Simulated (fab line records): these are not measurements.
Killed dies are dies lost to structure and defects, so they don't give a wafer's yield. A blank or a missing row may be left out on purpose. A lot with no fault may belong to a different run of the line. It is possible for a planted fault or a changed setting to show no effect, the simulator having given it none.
A struck lot beside a sound one | flow sky130 | 17 steps out of a route of 708
Sound: wafers L493.1, L493.2, L493.6. Wafers L510.3, L510.4, L510.5 were the ones struck. At the end, the cause is stated.
Each step with rows lists, per side, the tool, then ch with its chambers, then its first start. Under that, the readings that differ: sound wafers | struck wafers | difference of the means | sigmas: that difference in standard deviations of wafers without a fault.
alike: words and numbers the same on both sides, and readings whose means are apart by under 2 such deviations; not compared: readings that were withheld, readings missing a value for some wafer, numbers with overlapping values and no deviation given by the record, and bounds like >300 which may hide the same value.
A row with sigmas, a row that says differs or no value, or rows on one side alone: a step with any of these is where the two part. Numbers that have no deviation but don't overlap get no sigmas and don't part them. Lack of a reading on every wafer of one side parts them only where that side has two or more wafers.

first, 5 steps without rows for these wafers: SKY_SD_N_COAT_02 (resist thk 1140 nm); SKY_SD_N_SOFTBAKE_03 (time 60 s); SKY_SD_N_EXPOSE_04 (exposes mask NSDM, target cd 380 nm); SKY_SD_N_PEB_05; SKY_SD_N_DEVELOP_06 (develop time 60 s).
SKY_SD_N_CD_MEAS_07: target cd 380 nm.
  struck on cd sem-02, day 33 18:00; sound on cd sem-02, day 27 17:01
  alike: cd nm
SKY_SD_N_OVL_MEAS_08:
  struck on overlay-01, day 33 18:06; sound on overlay-02, day 27 17:08
  alike: SD_N_OVL
then, 2 steps without rows for these wafers: SKY_SD_N_IMPLANT_09; SKY_SD_N_IMPLANT_10.
SKY_SD_N_STRIP_11: strips in O2/N2.
  sound on plasma asher-01 ch 0,1, day 27 17:28; struck on plasma asher-03 ch 0,1, day 33 18:27
  alike: chamber pressure mTorr, drypump motor current A, oes product au, strip time to endpoint s
  not compared: rf hours counter h
SKY_SD_N_TW_MEAS_12:
  struck on film metro-03, day 33 18:32; sound on film metro-03, day 27 17:34
  alike: SD_N_TW
then, 1 step without rows for these wafers: SKY_SD_N_CLEAN_13 (cleans in SC1/SC2, time 150 s).
SKY_SD_N_RTA_14: time 2 s.
  sound on rtp anneal-01 ch 0, day 27 17:41; struck on rtp anneal-02 ch 0, day 33 18:39
  reading            | sound                | struck               | difference | sigmas
  lamp power pct (%) | 15.76 15.76 15.78    | 16.47 16.53 16.55    | +0.75      | +13
  wafer_temp_C_max   | 1076.6 1079.4 1079.2 | 1108.8 1107.9 1109.6 | +30.4      | +25
  alike: ramp up c per s
SKY_SD_N_RS_MEAS_16: measures by four-point-probe.
  struck on film metro-01, day 33 18:51; sound on film metro-03, day 27 17:52
  reading          | sound             | struck            | difference | sigmas
  SD_N_RS (ohm/sq) | 68.60 68.55 68.56 | 62.71 62.64 62.76 | -5.87      | -60
SKY_SD_N_RS_MEAS_17: measures by four-point-probe.
  struck on film metro-01, day 33 18:58; sound on film metro-03, day 27 17:59
  reading          | sound             | struck            | difference | sigmas
  SD_P_RS (ohm/sq) | 147.4 147.4 147.2 | 119.3 118.8 119.5 | -28.1      | -83
SKY_SD_N_RS_MEAS_18: measures by four-point-probe.
  struck on film metro-01, day 33 19:05; sound on film metro-03, day 27 18:06
  reading               | sound             | struck            | difference | sigmas
  RES_XHIGH_RS (ohm/sq) | 333.8 332.9 334.7 | 332.1 329.8 332.2 | -2.4       | -2
-- record jumps: 16 days separate the struck wafers' starts on either side; left off in module SD_N, taken up again in module PAD_OPEN, whose first shown step is the route's number 708 --
SKY_PAD_OPEN_PROBE_99:
  struck on prober-01, day 49 21:57; sound on prober-02, day 45 13:09
  reading                                | sound           | struck            | difference | sigmas
  model.etest.res xhigh po.line ohm um   | 5658 5312 5638  | 4382 4320 4362    | -1181      |
  model.etest.res xhigh po.rs ohm sq     | 1978 1858 1978  | 1526 1503 1524    | -420       |
  model.etest.pfet_01v8.r on ohm um      | 2910 2909 2915  | 2443 2487 2565    | -413       |
  model.etest.res pdiff.line ohm um      | 1357 1340 1342  | 1120 1114 1147    | -219       |
  model.etest.pfet g5v0d10v5.r on ohm um | 4805 4780 4832  | 4576 4634 4660    | -182       |
  model.etest.res high po.line ohm um    | 723.8 712.6 732 | 613 599.5 591.5   | -121       |
  model.etest.licon high po.rc ohm       | 347.3 332.2 343 | 252.2 253.4 256.2 | -86.9      |
  model.etest.res ndiff.line ohm um      | 762 762 764.9   | 694.2 692.5 700.1 | -67.4      |
  alike: killed_at_M0_to_M3, killed_at_M4_up, killed at contacts, killed at front end, killed at other, killed dies, killed open, killed short

WHERE THEY PART
Earliest at SKY_SD_N_RTA_14; latest, in this record, at SKY_SD_N_RS_MEAS_18. Later steps at which nothing parts them and some readings are alike: SKY_PAD_OPEN_PROBE_99.

WHY: what the simulator had put in
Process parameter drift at SKY_SD_N_RTA_14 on rtp anneal-02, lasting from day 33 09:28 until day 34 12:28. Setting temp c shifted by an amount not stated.
